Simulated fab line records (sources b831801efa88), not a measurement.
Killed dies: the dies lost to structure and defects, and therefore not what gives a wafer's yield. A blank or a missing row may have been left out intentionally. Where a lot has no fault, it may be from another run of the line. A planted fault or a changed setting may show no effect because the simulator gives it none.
One fault through the eyes of 2 desks	flow sky130	every desk sees just its own numbers, and what lay behind them comes last

METROLOGY DESK
What the gauges read, lot by lot, whatever tool the lot ran on: means of the sampled wafers that have a number. If a lot's mean is further than 4 standard deviations from the usual mean, the lot is out of limits and carries the mark OUT (the distance appears in the brackets).
Columns: A = cdNm at SKY_LDD_P_CD_MEAS_07, usual 380.5 nm; B = LDD_P_OVL at SKY_LDD_P_OVL_MEAS_08, usual -0.1 nm; C = LDD_HVP_OVL at SKY_LDD_HVP_OVL_MEAS_07, usual -0.2 nm
lot	first seen here	A	B	C
L657	day 18 22:43	380.5	1.1	1.3
L658	day 20 21:58	382.1	0.5	0.4
L659	day 20 22:15	381.6	-0.2	-0.2
L660	day 24 15:21	379.5	-0.5	-0.1
L661	day 24 16:09	379.2	-1.5	-1.7
L665	day 24 17:03	380.0	-0.9	-2.7
L662	day 24 17:58	383.3	-0.2	1.4
L663	day 24 18:21	382.4	-1.3	-1.9
L664	day 24 18:51	381.9	0.2	1.2
L669	day 25 02:15	390.4 (+4.5) OUT	-0.7	1.5
L673	day 25 06:33	403.2 (+10) OUT	-0.5	-0.3
L675	day 25 17:23	375.7	0.4	-0.3
L678	day 26 09:43	379.2	-0.6	1.0
This desk finds L669, L673 out of limits, L669 being first, at day 25 02:15 (cdNm at SKY_LDD_P_CD_MEAS_07). In limits: L657, L658, L659, L660, L661, L665, L662, L663, L664, L675, L678.

THE TOOL OWNER'S DESK: lithoTrack-03
The tool's own readings at SKY_LDD_P_DEVELOP_06 (develop time 60 s): means of the sampled wafers that have a number, for each lot that ran on this tool. If a lot's mean is further than 4 standard deviations from the usual mean, the lot is out of limits and carries the mark OUT (the distance appears in the brackets).
Columns: A = resistLineTempC at SKY_LDD_P_DEVELOP_06, usual 23.00 C
lot	first seen here	A
L659	day 20 22:06	22.97
L661	day 24 16:00	23.04
L665	day 24 16:54	22.96
L662	day 24 17:50	22.96
L664	day 24 18:42	22.96
L669	day 25 02:06	22.93
L673	day 25 06:24	23.09
Result from this desk: across the 7 lots, nothing is out of limits.

PUT TOGETHER
An alarm was possible from the metrology desk at day 25 02:15, on L669, L673.
Nothing out of limits was seen by the tool owner's desk.
The tool owner's desk has L669, L673 on record, within its limits.
On lithoTrack-03, each named lot ran SKY_LDD_P_DEVELOP_06.

WHAT WAS PUT IN BY THE SIMULATOR
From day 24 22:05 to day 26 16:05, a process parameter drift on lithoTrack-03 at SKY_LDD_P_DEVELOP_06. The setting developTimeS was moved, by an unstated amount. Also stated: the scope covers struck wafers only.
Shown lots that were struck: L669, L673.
Delay in hours, fault start to first out-of-limits reading, per desk: metrology desk 4.
